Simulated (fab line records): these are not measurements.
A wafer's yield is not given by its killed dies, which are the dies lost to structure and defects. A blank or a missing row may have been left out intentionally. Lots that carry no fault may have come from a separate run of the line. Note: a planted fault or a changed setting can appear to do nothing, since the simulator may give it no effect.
The tool behind it: which one? ; flow sky130 ; 33 wafers from 11 lots sampled at 2 of the route's 708 steps

## WHAT THE GAUGES READ, wafer by wafer
SKY_METAL5_RS_MEAS_05: measurement is done with a four-point probe.
lot;measured;on;METAL5_ALCU_RS (ohm/sq)
L714;day 42 21:43;film_metro-04;0.0268 0.0267 0.0267
L715;day 43 02:27;film_metro-03;0.0272 0.0268 0.0273
L720;day 44 18:23;film_metro-03;0.0273 0.0266 0.0272
L721;day 45 02:25;film_metro-03;0.0274 0.0272 0.0273
L722;day 45 12:11;film_metro-04;0.0270 0.0269 0.0269
L723;day 45 22:02;film_metro-04;0.0269 0.0270 0.0273
L724;day 46 05:16;film_metro-03;0.0275 0.0273 0.0272
L725;day 46 13:28;film_metro-03;0.0263 0.0262 0.0268
L729;day 47 11:43;film_metro-04;0.0270 0.0270 0.0272
L736;day 48 12:55;film_metro-03;0.0277 0.0270 0.0271
L737;day 49 04:47;film_metro-03;0.0267 0.0264 0.0268

## WHICH TOOL RAN EACH LOT (tool, then ch and the chambers of the sampled wafers, then the start)
lot;SKY_VIA3_STRIP_16
L714;plasma_asher-03 ch 0,1, day 39 15:40
L715;plasma_asher-02 ch 0,1, day 39 22:23
L720;plasma_asher-01 ch 0,1, day 41 15:56
L721;plasma_asher-02 ch 0,1, day 42 01:24
L722;plasma_asher-01 ch 0,1, day 42 11:29
L723;plasma_asher-01 ch 0,1, day 42 21:08
L724;plasma_asher-01 ch 0,1, day 43 04:34
L725;plasma_asher-01 ch 0,1, day 43 14:25
L729;plasma_asher-03 ch 0,1, day 44 13:11
L736;plasma_asher-03 ch 0,1, day 45 21:35
L737;plasma_asher-03 ch 0,1, day 46 13:17
- SKY_VIA3_STRIP_16: strips in O2/N2.

## AS READ BY THE TOOLS THEMSELVES (means over the sampled wafers that have a number; for cases with no such wafer, the mark the record gives instead)
SKY_VIA3_STRIP_16.
lot;tool;drypump_motor_current_A (A);oes_product_au (a.u.);strip_time_to_endpoint_s (s)
L714;plasma_asher-03;6.20;0.401;4.10
L715;plasma_asher-02;5.95;0.403;4.11
L720;plasma_asher-01;5.45;0.398;4.13
L721;plasma_asher-02;5.97;0.402;4.14
L722;plasma_asher-01;5.44;0.399;4.10
L723;plasma_asher-01;5.43;0.399;4.17
L724;plasma_asher-01;5.56;0.401;4.12
L725;plasma_asher-01;5.42;0.402;4.14
L729;plasma_asher-03;6.23;0.400;4.10
L736;plasma_asher-03;6.21;0.402;4.09
L737;plasma_asher-03;6.21;0.398;4.08

## THE ANSWER, worked out from the rows above alone
Rule: the lots themselves supply what counts as usual. Put in order of their means at a reading, lots are off if they are a third of the lots or fewer, leave a main group of 4 or more, and stand apart from it by a gap of 3 or more times the standard deviation of the main group's means; of several such gaps the widest counts. The tables above print the reading to a certain number of digits; a main group whose means all agree to those digits is not used. A lot without any number at a reading at which 4 lots or more have one is off too. The other lots that the step has rows for count as sound. After the gauges, taken in route order, come the tools' own readings; for these a lot's mean is taken, as printed above. The first step at which some lot is off is used, and at that step the reading that is off furthest; a lot without a number counts as furthest.
No lot is off on any of the readings shown, so nothing can be concluded from this.

## WHAT THE SIMULATOR HAD PUT IN
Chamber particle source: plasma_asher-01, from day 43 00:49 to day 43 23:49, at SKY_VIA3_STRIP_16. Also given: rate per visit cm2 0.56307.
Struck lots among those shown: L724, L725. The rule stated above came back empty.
